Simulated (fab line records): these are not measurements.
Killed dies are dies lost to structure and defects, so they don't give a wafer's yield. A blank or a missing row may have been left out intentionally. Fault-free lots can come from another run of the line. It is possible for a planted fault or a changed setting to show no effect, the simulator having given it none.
Tool commonality check + flow gf180mcu + 12 lots, 36 wafers sampled

== WHAT PROMPTED THE OPENING ==
Of 12 lots, 2 have the reading TOP_METAL_OVL flagged at GF_TOP_METAL_OVL_MEAS_15. Wafers without a fault read 0.1 nm, standard deviation 1.4.
Rule: a lot is flagged in two cases, either no wafer of it has a number, or all its wafers with numbers fall more than 4 standard deviations from that mean. All remaining lots are regarded as sound.

| lot  | measured     | on         | TOP_METAL_OVL (nm), wafer by wafer | flag    |
|------|--------------|------------|------------------------------------|---------|
| L383 | day 28 01:19 | overlay-02 | -0.9 0.3 0.3                       |         |
| L384 | day 28 11:11 | overlay-02 | 1.3 0.0 0.6                        |         |
| L385 | day 28 16:56 | overlay-02 | -0.1 -0.3 0.8                      |         |
| L387 | day 29 10:49 | overlay-02 | 1.6 1.1 0.4                        |         |
| L388 | day 29 15:41 | overlay-02 | -1.3 1.0 0.3                       |         |
| L389 | day 30 00:52 | overlay-02 | 124.4 127.0 126.0                  | FLAGGED |
| L392 | day 30 18:41 | overlay-01 | 126.1 126.4 125.5                  | FLAGGED |
| L398 | day 32 15:35 | overlay-01 | -0.8 0.2 0.4                       |         |
| L399 | day 32 17:44 | overlay-01 | -0.9 1.4 0.1                       |         |
| L400 | day 32 22:50 | overlay-02 | 1.4 3.3 1.3                        |         |
| L402 | day 33 08:17 | overlay-02 | -0.9 -0.8 -0.9                     |         |
| L404 | day 33 20:38 | overlay-01 | -2.4 -0.6 -2.3                     |         |
On average the flagged lots' numbers are 125.9 nm, which is +125.8 nm against the usual, or +90 standard deviations.

== LOT BY LOT: THE TOOL USED ==
3 process steps preceding the reading are held in the record, out of 602 steps in the route. Each cell gives the tool, then ch followed by the chambers the sampled wafers passed through, then the start.
| lot  | flag    | GF_MIM_SPUTTER_07            | GF_TOP_METAL_SPUTTER_00      | GF_TOP_METAL_EXPOSE_11              |
|------|---------|------------------------------|------------------------------|-------------------------------------|
| L383 |         | pvd-sputter-01, day 24 09:56 | pvd-sputter-01, day 27 04:48 | iline-stepper-02 ch 0, day 27 15:26 |
| L384 |         | pvd-sputter-03, day 24 20:43 | pvd-sputter-04, day 27 14:54 | iline-stepper-01 ch 0, day 28 01:23 |
| L385 |         | pvd-sputter-04, day 25 02:31 | pvd-sputter-01, day 27 20:46 | iline-stepper-02 ch 0, day 28 07:24 |
| L387 |         | pvd-sputter-03, day 25 23:29 | pvd-sputter-02, day 28 15:35 | iline-stepper-02 ch 0, day 29 01:13 |
| L388 |         | pvd-sputter-04, day 26 06:06 | pvd-sputter-02, day 28 20:22 | iline-stepper-02 ch 0, day 29 06:37 |
| L389 | FLAGGED | pvd-sputter-04, day 26 13:42 | pvd-sputter-04, day 29 05:52 | iline-stepper-02 ch 0, day 29 15:30 |
| L392 | FLAGGED | pvd-sputter-03, day 27 10:54 | pvd-sputter-01, day 30 00:11 | iline-stepper-02 ch 0, day 30 10:13 |
| L398 |         | pvd-sputter-04, day 29 14:33 | pvd-sputter-02, day 31 23:07 | iline-stepper-01 ch 0, day 32 07:40 |
| L399 |         | pvd-sputter-04, day 29 15:35 | pvd-sputter-01, day 32 01:13 | iline-stepper-01 ch 0, day 32 09:43 |
| L400 |         | pvd-sputter-01, day 29 21:44 | pvd-sputter-01, day 32 06:48 | iline-stepper-01 ch 0, day 32 15:10 |
| L402 |         | pvd-sputter-04, day 30 09:54 | pvd-sputter-04, day 32 16:24 | iline-stepper-01 ch 0, day 33 00:37 |
| L404 |         | pvd-sputter-04, day 31 00:17 | pvd-sputter-04, day 33 05:01 | iline-stepper-01 ch 0, day 33 13:28 |
What is done by these steps:
- GF_MIM_SPUTTER_07: material TiN, target thk 60 nm, time 50 s.
- GF_TOP_METAL_SPUTTER_00: material Ti, target thk 37.5 nm, time 150 s.
- GF_TOP_METAL_EXPOSE_11: exposes mask MetalTop, target cd 440 nm.
- GF_TOP_METAL_OVL_MEAS_15

== FLAGGED AGAINST TOTAL, ONE TOOL AT A TIME (gauges that did the reading follow at the end) ==
| step                     | tool             | lots run | flagged | share of the flagged lots | sound lots run after its first flagged lot |
|--------------------------|------------------|----------|---------|---------------------------|--------------------------------------------|
| GF_MIM_SPUTTER_07        | pvd-sputter-01   | 2        | 0       | none                      | -                                          |
| GF_MIM_SPUTTER_07        | pvd-sputter-03   | 3        | 1       | some                      | 0                                          |
| GF_MIM_SPUTTER_07        | pvd-sputter-04   | 7        | 1       | some                      | 4 (L398,L399,L402,L404)                    |
| GF_TOP_METAL_SPUTTER_00  | pvd-sputter-01   | 5        | 1       | some                      | 2 (L399,L400)                              |
| GF_TOP_METAL_SPUTTER_00  | pvd-sputter-02   | 3        | 0       | none                      | -                                          |
| GF_TOP_METAL_SPUTTER_00  | pvd-sputter-04   | 4        | 1       | some                      | 2 (L402,L404)                              |
| GF_TOP_METAL_EXPOSE_11   | iline-stepper-01 | 6        | 0       | none                      | -                                          |
| GF_TOP_METAL_EXPOSE_11   | iline-stepper-02 | 6        | 2       | all                       | 0                                          |
| GF_TOP_METAL_OVL_MEAS_15 | overlay-01       | 4        | 1       | some                      | 3 (L398,L399,L404)                         |
| GF_TOP_METAL_OVL_MEAS_15 | overlay-02       | 8        | 1       | some                      | 2 (L400,L402)                              |

== WHAT IS ALLOWED BY THE TABLE ==
All flagged lots share 1 row of the table, namely iline-stepper-02 at GF_TOP_METAL_EXPOSE_11.
- iline-stepper-02 at GF_TOP_METAL_EXPOSE_11: 2 of its 6 lots flagged. A fault beginning between L388 (day 29 06:37), its last sound lot, and L389 (day 29 15:30), its first flagged one, fits the data.
iline-stepper-02 at GF_TOP_METAL_EXPOSE_11 is the single tool remaining.

== WHAT HAD BEEN PUT IN BY THE SIMULATOR ==
Scanner matching overlay: iline-stepper-02, from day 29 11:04 on, at GF_TOP_METAL_EXPOSE_11. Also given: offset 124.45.
Shown lots that were struck: L389, L392. The rule above reached the same finding.
